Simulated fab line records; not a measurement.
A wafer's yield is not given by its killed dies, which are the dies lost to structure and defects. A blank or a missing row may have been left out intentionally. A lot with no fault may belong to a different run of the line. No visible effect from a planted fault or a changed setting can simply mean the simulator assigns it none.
Which tool was responsible?	flow sky130	Sampling: 11 lots, 33 wafers, 2 of 708 route steps

== WHAT THE GAUGES SHOWED, per wafer ==
SKY_SONOS_TUNNEL_OVL_MEAS_08.
lot	measured	on	SONOS_TUNNEL_OVL (nm)
L461	day 11 16:12	overlay-02	-0.3 0.3 0.9
L465	day 13 02:47	overlay-02	0.3 -0.9 -0.6
L466	day 13 08:27	overlay-01	-2.6 -0.4 -1.7
L467	day 13 18:18	overlay-02	0.7 0.9 0.2
L471	day 14 21:22	overlay-01	0.9 0.4 0.0
L474	day 16 03:31	overlay-02	-3.2 -2.5 -2.4
L477	day 17 03:53	overlay-01	-0.2 -0.8 1.0
L481	day 18 00:04	overlay-02	-0.3 0.4 -1.9
L480	day 18 04:08	overlay-02	1.9 0.8 1.6
L482	day 18 10:48	overlay-01	0.7 1.5 0.1
L483	day 18 23:11	overlay-02	0.7 2.8 1.0

== WHAT TOOL EACH LOT RAN ON (gives the tool, then ch and the chambers of the sampled wafers, and finally the start) ==
lot	SKY_FIELD_ISO_STRIP_16
L461	plasma_asher-03 ch 0,1, day 2 11:15
L465	plasma_asher-03 ch 0,1, day 3 06:48
L466	plasma_asher-02 ch 0,1, day 3 13:07
L467	plasma_asher-04 ch 0,1, day 3 20:53
L471	plasma_asher-03 ch 0,1, day 4 14:55
L474	plasma_asher-02 ch 0,1, day 5 04:51
L477	plasma_asher-03 ch 0,1, day 5 22:37
L481	plasma_asher-02 ch 0, day 6 16:53
L480	plasma_asher-02 ch 0,1, day 6 18:09
L482	plasma_asher-02 ch 0,1, day 7 00:32
L483	plasma_asher-02 ch 0,1, day 7 05:54
- SKY_FIELD_ISO_STRIP_16: strips in O2/N2.

== AS READ BY THE TOOLS THEMSELVES (means over the sampled wafers that have a number; for cases with no such wafer, the mark the record gives instead) ==
SKY_FIELD_ISO_STRIP_16.
lot	tool	chamber_pressure_mTorr (mTorr)	drypump_motor_current_A (A)	oes_product_au (a.u.)	strip_time_to_endpoint_s (s)
L461	plasma_asher-03	1500.0	5.43	0.380	3.56
L465	plasma_asher-03	1499.2	5.57	0.383	3.59
L466	plasma_asher-02	1500.0	5.42	0.381	3.57
L467	plasma_asher-04	1500.5	5.75	0.382	3.56
L471	plasma_asher-03	1500.6	5.58	0.379	3.59
L474	plasma_asher-02	1500.1	5.59	0.375	3.53
L477	plasma_asher-03	1499.5	5.57	0.378	3.59
L481	plasma_asher-02	1498.8	5.76	0.379	3.57
L480	plasma_asher-02	1500.7	5.44	0.377	3.58
L482	plasma_asher-02	1500.6	5.60	0.377	3.50
L483	plasma_asher-02	1499.7	5.42	0.379	3.57

== THE ANSWER, worked out from the rows above alone ==
Rule: the usual values come from the lots themselves. Put in order of their means at a reading, lots are off if they are a third of the lots or fewer, leave a main group of 4 or more, and stand apart from it by a gap of 3 or more times the standard deviation of the main group's means; of several such gaps the widest counts. A main group whose means are all the same, to the digits that the tables above print for the reading, isn't used. Also off: a lot with no number at a reading for which 4 or more lots have one. Any other lot the step has rows for is counted as sound. After the gauges, taken in route order, come the tools' own readings; for these a lot's mean is taken, as printed above. The first step at which some lot is off is used, and at that step the reading that is off furthest; a lot without a number counts as furthest.
Nothing can be told from this: no lot is off at any reading shown.

== WHAT WAS PUT IN BY THE SIMULATOR ==
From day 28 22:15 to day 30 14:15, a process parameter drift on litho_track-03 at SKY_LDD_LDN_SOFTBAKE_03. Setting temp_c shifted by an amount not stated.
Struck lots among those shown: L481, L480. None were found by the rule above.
